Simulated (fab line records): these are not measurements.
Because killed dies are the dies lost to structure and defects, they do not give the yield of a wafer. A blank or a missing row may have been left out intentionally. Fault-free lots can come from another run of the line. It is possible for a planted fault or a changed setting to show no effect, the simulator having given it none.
fab line records	flow sky130
record lots=13	wafers=39	lastDay=50
route steps=708 shown VIA3@574 METAL4@630 VIA4@642 PAD_OPEN@708
lots untouched by any fault: they come from a run of this same line in which no faults occurred
startH: hours from the record's opening day to when the first of the lot's shown wafers began	waitH: how many hours have passed since the lot's step before this one	" the same as in the row above	L1.1+2: a single row standing in for several wafers	- no value, or no start given	* or withheld: withheld	< > ~ a bound
route shown NAME@n: a module of which the file shows steps, and the number in the route of the first	usual: average and standard deviation across the fault-free wafers	same: alike in all rows	chamber/n: place in a boat	sites: each site's reading	_std_site: standard deviation of those values	_edge_site: mean of outer sites minus mean of inner sites	radiusMm: for every site, how far away it sits from the centre of the wafer	mask NAME#n: copy n	behind: the most recent tool/chamber to have shaped the wafer	hold: why the lot went on hold/how many hours it stayed there/how the hold came to an end	device: the transistor (n, p or np) that didn't switch	end of line: the route-end tests of the same wafers	a step without rows: its recipe alone	killed: at the first sort, the dies lost to defects and structure; wafer yield is something else	map: dies across one wafer; x = killed, . = not, _ = none there
set.NAME: the setting that was run; set.NAME@STEP: the one run at that earlier step	model.NAME: the simulator's own value behind a step, which no gauge read
one table for each step of the route and one row for each wafer, over a sample of lots
services: from which hour (startH, from the record's first day; less than 0 if before it) a tool's chamber was out of use, for how many hours, and why
## steps
# step SKY_VIA3_THK_MEAS_01
# recipe reads=SiO2_of_VIA3_HDPCVD_00
# usual VIA3_HDPCVD_THK=1642/17
lot.wafer	tool	chamber	startH	waitH	VIA3_HDPCVD_THK[nm]
L739.4	filmMetro-04	-	894.46	0.0	1668
L739.5	"	-	"	"	1639
L739.6	"	-	"	"	1652
L740.2	filmMetro-04	-	904.62	0.1	1636
L740.4	"	-	"	"	1649
L740.6	"	-	"	"	1648
L741.2	filmMetro-04	-	913.22	0.1	1623
L741.3	"	-	"	"	1619
L741.4	"	-	"	"	1639
L744.1	filmMetro-01	-	944.44	0.1	1612
L744.3	"	-	"	"	1634
L744.4	"	-	"	"	1653
L746.1	filmMetro-02	-	957.00	0.1	1658
L746.2	"	-	"	"	1652
L746.3	"	-	"	"	1648
L747.1	filmMetro-02	-	963.18	0.1	1607
L747.3	"	-	"	"	1624
L747.6	"	-	"	"	1663
L748.1	filmMetro-01	-	976.47	0.1	1636
L748.3	"	-	"	"	1650
L748.6	"	-	"	"	1639
L750.2	filmMetro-02	-	980.87	0.1	1659
L750.3	"	-	"	"	1628
L750.5	"	-	"	"	1614
L752.4	filmMetro-02	-	1002.46	0.0	1623
L752.5	"	-	"	"	1627
L752.6	"	-	"	"	1677
L753.1	filmMetro-01	-	1004.26	0.1	1653
L753.3	"	-	"	"	1651
L753.6	"	-	"	"	1649
L754.1	filmMetro-01	-	1013.08	0.1	1673
L754.2	"	-	"	"	1652
L754.5	"	-	"	"	1675
L760.1	filmMetro-04	-	1069.75	0.1	1641
L760.2	"	-	"	"	1661
L760.5	"	-	"	"	1643
L759.1	filmMetro-02	-	1071.34	0.1	1631
L759.3	"	-	"	"	1651
L759.5	"	-	"	"	1626
# step SKY_METAL4_OVL_MEAS_14
# usual METAL4_OVL=1/5.4
lot.wafer	tool	chamber	startH	waitH	METAL4_OVL[nm]
L739.4	overlay-02	-	971.95	0.1	7
L739.5	"	-	"	"	6
L739.6	"	-	"	"	2
L740.2	overlay-02	-	980.05	0.1	7
L740.4	"	-	"	"	3
L740.6	"	-	"	"	8
L741.2	overlay-01	-	989.89	0.1	-1
L741.3	"	-	"	"	4
L741.4	"	-	"	"	0
L744.1	overlay-01	-	1018.86	0.1	-12
L744.3	"	-	"	"	0
L744.4	"	-	"	"	-7
L746.1	overlay-02	-	1030.10	0.1	4
L746.2	"	-	"	"	-5
L746.3	"	-	"	"	0
L747.1	overlay-02	-	1035.58	0.1	5
L747.3	"	-	"	"	-4
L747.6	"	-	"	"	-1
L748.1	overlay-02	-	1047.53	0.1	-1
L748.3	"	-	"	"	2
L748.6	"	-	"	"	0
L750.2	overlay-02	-	1052.79	0.1	12
L750.3	"	-	"	"	6
L750.5	"	-	"	"	3
L752.4	overlay-02	-	1071.20	0.1	-3
L752.5	"	-	"	"	-1
L752.6	"	-	"	"	-2
L753.1	overlay-01	-	1072.76	0.1	10
L753.3	"	-	"	"	4
L753.6	"	-	"	"	2
L754.1	overlay-01	-	1082.05	0.1	-1
L754.2	"	-	"	"	3
L754.5	"	-	"	"	-1
L760.1	overlay-02	-	1133.28	0.1	0
L760.2	"	-	"	"	9
L760.5	"	-	"	"	10
L759.1	overlay-02	-	1134.43	0.1	-5
L759.3	"	-	"	"	-7
L759.5	"	-	"	"	-8
# step SKY_METAL4_CLEAN_22
# recipe chemistry=O3/DIW	dry=n2Spin
lot.wafer	tool	chamber	startH	waitH
L739.4+5+6	wetBench-01	0	972.80	0.0
L740.2+4+6	wetBench-02	2	980.91	0.0
L741.2+3+4	wetBench-01	3	990.75	0.0
L744.1+3+4	wetBench-04	2	1019.72	0.0
L746.1+2+3	wetBench-01	0	1031.03	0.0
L747.1+3+6	wetBench-02	0	1036.66	0.0
L748.1+3+6	wetBench-02	0	1048.40	0.0
L750.2+3+5	wetBench-01	1	1053.65	0.0
L752.4+5+6	wetBench-01	3	1072.05	0.0
L753.1+3+6	wetBench-01	3	1073.63	0.0
L754.1+2+5	wetBench-02	0	1082.92	0.0
L760.1+2+5	wetBench-04	0	1134.18	0.0
L759.1+3+5	wetBench-02	3	1135.33	0.0
# step SKY_VIA4_BOW_MEAS_03
# recipe mode=bow
# usual VIA4_BOW=78/9.3
lot.wafer	tool	chamber	startH	waitH	VIA4_BOW[um]
L739.4	filmMetro-03	-	973.58	0.3	81
L739.5	"	-	"	"	80
L739.6	"	-	"	"	97
L740.2	filmMetro-03	-	981.57	0.3	91
L740.4	"	-	"	"	87
L740.6	"	-	"	"	90
L741.2	filmMetro-02	-	991.40	0.1	75
L741.3	"	-	"	"	88
L741.4	"	-	"	"	82
L744.1	filmMetro-04	-	1020.35	0.1	75
L744.3	"	-	"	"	69
L744.4	"	-	"	"	81
L746.1	filmMetro-04	-	1031.69	0.2	74
L746.2	"	-	"	"	74
L746.3	"	-	"	"	71
L747.1	filmMetro-03	-	1037.32	0.1	97
L747.3	"	-	"	"	96
L747.6	"	-	"	"	83
L748.1	filmMetro-03	-	1049.03	0.1	75
L748.3	"	-	"	"	74
L748.6	"	-	"	"	70
L750.2	filmMetro-02	-	1054.30	0.2	84
L750.3	"	-	"	"	83
L750.5	"	-	"	"	92
L752.4	filmMetro-04	-	1072.74	0.3	74
L752.5	"	-	"	"	78
L752.6	"	-	"	"	81
L753.1	filmMetro-03	-	1074.26	0.1	72
L753.3	"	-	"	"	67
L753.6	"	-	"	"	81
L754.1	filmMetro-03	-	1083.79	0.2	74
L754.2	"	-	"	"	71
L754.5	"	-	"	"	69
L760.1	filmMetro-04	-	1134.81	0.2	75
L760.2	"	-	"	"	75
L760.5	"	-	"	"	69
L759.1	filmMetro-04	-	1135.97	0.2	81
L759.3	"	-	"	"	81
L759.5	"	-	"	"	75
# step SKY_PAD_OPEN_PROBE_99
# usual defectLimitedYield=82.6/1.9	killed_at_M0_to_M3=43/7.3	killed_at_M4_up=3.0/2	killedAtContacts=24/5.2	killedAtFrontEnd=15/4.4	killedAtOther=0.2/0.48	killedDies=86/9.1	killedOnRim=16/4	killedOpen=47/7.3	killedShort=38/6.4	sort_bin_3_pad_short=0.8/0.38	sort_bin_5_function=10.5/1.4	sort_bin_6_memory=6.1/1.1	sortNPass=406/9.1	sortYieldPct=82.6/1.9
# same grossDies=492	killedAtBackSide=0	sort_bin_4_leakage[%]=0	sort_bin_8_speed[%]=0
lot.wafer	tool	chamber	startH	waitH	defectLimitedYield[%]	killed_at_M0_to_M3	killed_at_M4_up	killedAtContacts	killedAtFrontEnd	killedAtOther	killedDies	killedOnRim	killedOpen	killedShort	sort_bin_3_pad_short[%]	sort_bin_5_function[%]	sort_bin_6_memory[%]	sortNPass	sortYieldPct[%]
L739.4	prober-01	-	1068.74	0.2	82.7	36	9	27	13	0	85	17	46	39	0.6	12.2	4.5	407	82.7
L739.5	prober-01	-	1068.79	0.2	81.3	56	2	21	13	0	92	21	40	52	2.0	10.8	5.9	400	81.3
L739.6	prober-01	-	1068.84	0.2	86.4	28	4	26	9	0	67	14	42	25	1.0	6.5	6.1	425	86.4
L747.1	prober-01	-	1123.57	0.1	81.7	46	1	26	16	1	90	12	50	40	0.8	11.4	6.1	402	81.7
L747.3	prober-01	-	1123.67	0.2	83.5	42	1	20	18	0	81	18	41	39	0.6	10.4	5.5	411	83.5
L747.6	prober-01	-	1123.82	0.2	80.9	46	2	25	21	0	94	17	45	49	1.0	12.4	5.7	398	80.9
L753.1	prober-01	-	1157.24	0.1	73.2	34	55	31	11	1	132	29	47	34	4.1	16.5	6.3	360	73.2
L753.3	prober-01	-	1157.34	0.2	73.4	39	51	24	17	0	131	36	43	40	4.9	14.0	7.7	361	73.4
L753.6	prober-01	-	1157.49	0.2	72.4	38	48	26	23	1	136	23	41	51	5.5	14.8	7.3	356	72.4
L760.1	prober-02	-	1206.81	0.1	82.5	43	2	26	15	0	86	15	53	33	1.2	8.9	7.3	406	82.5
L760.2	prober-02	-	1206.86	0.1	83.1	47	6	20	10	0	83	10	47	36	0.8	10.4	5.7	409	83.1
L760.5	prober-02	-	1207.01	0.2	84.3	38	0	23	16	0	77	13	39	37	1.0	9.1	5.5	415	84.3
# killed by level:class
L739.4 CONTACT:geometricParticle:open=9 VIA3:geometricParticle:open=9 VIA2:geometricParticle:open=7 METAL4:geometricParticle:short=7 LI_CONTACT:geometricParticle:open=5 LOCAL_INTERCONNECT:geometricParticle:short=5 VIA1:geometricParticle:short=5 FIELD_ISO:geometricParticle:open=4
L739.5 VIA1:geometricParticle:open=10 VIA1:geometricParticle:short=8 FIELD_ISO:geometricParticle:short=7 METAL1:geometricParticle:short=7 METAL2:geometricParticle:short=7 VIA2:geometricParticle:open=7 VIA3:geometricParticle:open=7 CONTACT:geometricParticle:short=6
L739.6 CONTACT:geometricParticle:open=9 LI_CONTACT:geometricParticle:open=6 VIA1:geometricParticle:open=5 METAL2:geometricParticle:short=5 VIA3:geometricParticle:open=5 CONTACT:geometricParticle:short=4 VIA2:geometricParticle:open=4 FIELD_ISO:geometricParticle:open=3
L747.1 VIA1:geometricParticle:open=14 CONTACT:geometricParticle:open=8 CONTACT:geometricParticle:short=7 VIA2:geometricParticle:short=7 LI_CONTACT:geometricParticle:open=6 VIA3:geometricParticle:open=6 VIA2:geometricParticle:open=5 FIELD_ISO:geometricParticle:short=4
L747.3 METAL2:geometricParticle:short=11 VIA1:geometricParticle:open=9 CONTACT:geometricParticle:open=8 FIELD_ISO:geometricParticle:open=6 FIELD_ISO:geometricParticle:short=5 VIA2:geometricParticle:open=5 LOCAL_INTERCONNECT:geometricParticle:short=4 VIA3:geometricParticle:short=4
L747.6 CONTACT:geometricParticle:open=13 VIA1:geometricParticle:open=8 VIA1:geometricParticle:short=8 VIA2:geometricParticle:short=6 VIA3:geometricParticle:open=6 FIELD_ISO:geometricParticle:short=5 POLY_GATE:geometricParticle:short=5 METAL1:geometricParticle:short=5
L753.1 METAL4:unspecified=51 CONTACT:geometricParticle:open=15 VIA2:geometricParticle:open=9 LI_CONTACT:geometricParticle:open=5 CONTACT:geometricParticle:short=5 VIA1:geometricParticle:open=5 VIA3:geometricParticle:short=5 POLY_GATE:geometricParticle:short=4
L753.3 METAL4:unspecified=48 VIA1:geometricParticle:open=10 VIA3:geometricParticle:open=9 CONTACT:geometricParticle:open=8 VIA2:geometricParticle:open=6 FIELD_ISO:geometricParticle:short=5 POLY_GATE:geometricParticle:short=5 LI_CONTACT:geometricParticle:open=5
L753.6 METAL4:unspecified=44 VIA1:geometricParticle:short=9 CONTACT:geometricParticle:open=7 FIELD_ISO:geometricParticle:open=6 FIELD_ISO:geometricParticle:short=6 LI_CONTACT:geometricParticle:open=6 LI_CONTACT:geometricParticle:short=5 METAL1:geometricParticle:short=5
L760.1 LI_CONTACT:geometricParticle:open=11 VIA3:geometricParticle:open=10 METAL2:geometricParticle:short=9 VIA1:geometricParticle:open=7 FIELD_ISO:geometricParticle:open=6 CONTACT:geometricParticle:open=6 CONTACT:geometricParticle:short=5 VIA1:geometricParticle:short=4
L760.2 VIA1:geometricParticle:open=13 METAL2:geometricParticle:short=10 LI_CONTACT:geometricParticle:open=6 CONTACT:geometricParticle:open=6 METAL2:geometricParticle:open=4 VIA3:geometricParticle:open=4 FIELD_ISO:geometricParticle:short=3 POLY_GATE:geometricParticle:open=3
L760.5 VIA1:geometricParticle:open=10 METAL2:geometricParticle:short=8 FIELD_ISO:geometricParticle:open=7 CONTACT:geometricParticle:open=7 CONTACT:geometricParticle:short=5 LI_CONTACT:geometricParticle:open=4 METAL1:geometricParticle:short=4 VIA2:geometricParticle:open=4
## services
tool	chamber	startH	hours	kind
wetBench-04	-	1117.19	12.0	repair
## key
firstSign step=SKY_PAD_OPEN_PROBE_99	reading=killed_at_M4_up	direction=up	sigmas=24	usual=3.0	struck=51.3
effect step=SKY_PAD_OPEN_PROBE_99	reading=sort_bin_3_pad_short	direction=up	sigmas=11	usual=0.8	struck=4.8
metAt SKY_METAL4_CLEAN_22
struckLots L753
struckWafers L753.1,L753.3,L753.6
notActingAt SKY_VIA3_THK_MEAS_01,SKY_METAL4_OVL_MEAS_14,SKY_VIA4_BOW_MEAS_03
onsetBetween 1072.05 1073.63
fault kind=chamberParticleSource	tool=wetBench-01	chamber=3	onsetH=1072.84	steps=SKY_METAL4_CLEAN_22	ratePerVisitCm2=1.8147	endH=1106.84
